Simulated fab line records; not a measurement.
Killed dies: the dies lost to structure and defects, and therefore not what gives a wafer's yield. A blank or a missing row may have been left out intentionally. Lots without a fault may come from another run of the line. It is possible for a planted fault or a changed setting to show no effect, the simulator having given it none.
One fault through the eyes of 2 desks -- flow sky130 -- only its own numbers are on each desk; what lay behind them is given at the end

METROLOGY DESK
Means of the sampled wafers that have a number, per lot and without regard to the tool the lot ran on: this is what the gauges read. Any lot whose mean is over 4 standard deviations away from the usual mean is out of limits and marked OUT; that distance is given in the brackets. Shown here are 7 of its 8 readings, the ones lying furthest out on some lot.
Columns: A = PWDE_OVL at SKY_PWDE_OVL_MEAS_07, usual 0.9 nm; B = PWDE_TW at SKY_PWDE_TW_MEAS_10, usual 369.0; C = NWELL_00_OVL at SKY_NWELL_OVL_MEAS_10, usual -0.8 nm; D = NWELL_TW at SKY_NWELL_TW_MEAS_15, usual 1799; E = NWELL_01_OVL at SKY_NWELL_OVL_MEAS_23, usual -0.1 nm; F = NWELL_RS at SKY_NWELL_RS_MEAS_29, usual 624.0 ohm/sq; G = PWDE_RS at SKY_NWELL_RS_MEAS_31, usual 5276 ohm/sq
lot,first seen here,A,B,C,D,E,F,G
L858,day 3 16:50,-0.9,368.2,-1.6,1816,-0.2,625.6,5266
L859,day 3 21:32,-0.6,375.3,-2.3,1817,1.9,623.9,5248
L860,day 4 02:15,-1.3,370.5,0.3,1798,-0.2,623.7,5299
L873,day 7 05:17,0.8,367.1,-1.6,1806,1.6,623.6,5288
L874,day 7 10:35,1.7,370.8,-0.7,1799,-1.0,620.2,5298
L876,day 8 01:56,1.5,368.6,-2.9,1792,-1.5,625.3,5236
L880,day 9 00:05,1.3,367.7,-1.3,1786,-0.7,625.7,5284
Result from this desk: across the 7 lots, nothing is out of limits.

DESK OF THE TOOL OWNER: iline-stepper-02
The tool's own readings at SKY_NWELL_EXPOSE_07 (exposes mask NWM, target cd 840 nm): means of the sampled wafers that have a number, for each lot that ran on this tool. Any lot whose mean is over 4 standard deviations away from the usual mean is out of limits and marked OUT; that distance is given in the brackets.
Columns: A = exposure-dose-mJ-cm2 at SKY_NWELL_EXPOSE_07, usual 255.00
lot,first seen here,A
L858,day 3 23:32,255.45
L859,day 4 04:43,255.22
L860,day 4 09:46,255.13
L873,day 7 15:47,255.22
L874,day 7 21:08,254.61
L876,day 8 12:54,255.12
Result from this desk: across the 6 lots, nothing is out of limits.

BROUGHT TOGETHER
At the metrology desk, nothing out of limits was observed.
Nothing out of limits was seen by the tool owner's desk.

WHAT HAD BEEN PUT IN BY THE SIMULATOR
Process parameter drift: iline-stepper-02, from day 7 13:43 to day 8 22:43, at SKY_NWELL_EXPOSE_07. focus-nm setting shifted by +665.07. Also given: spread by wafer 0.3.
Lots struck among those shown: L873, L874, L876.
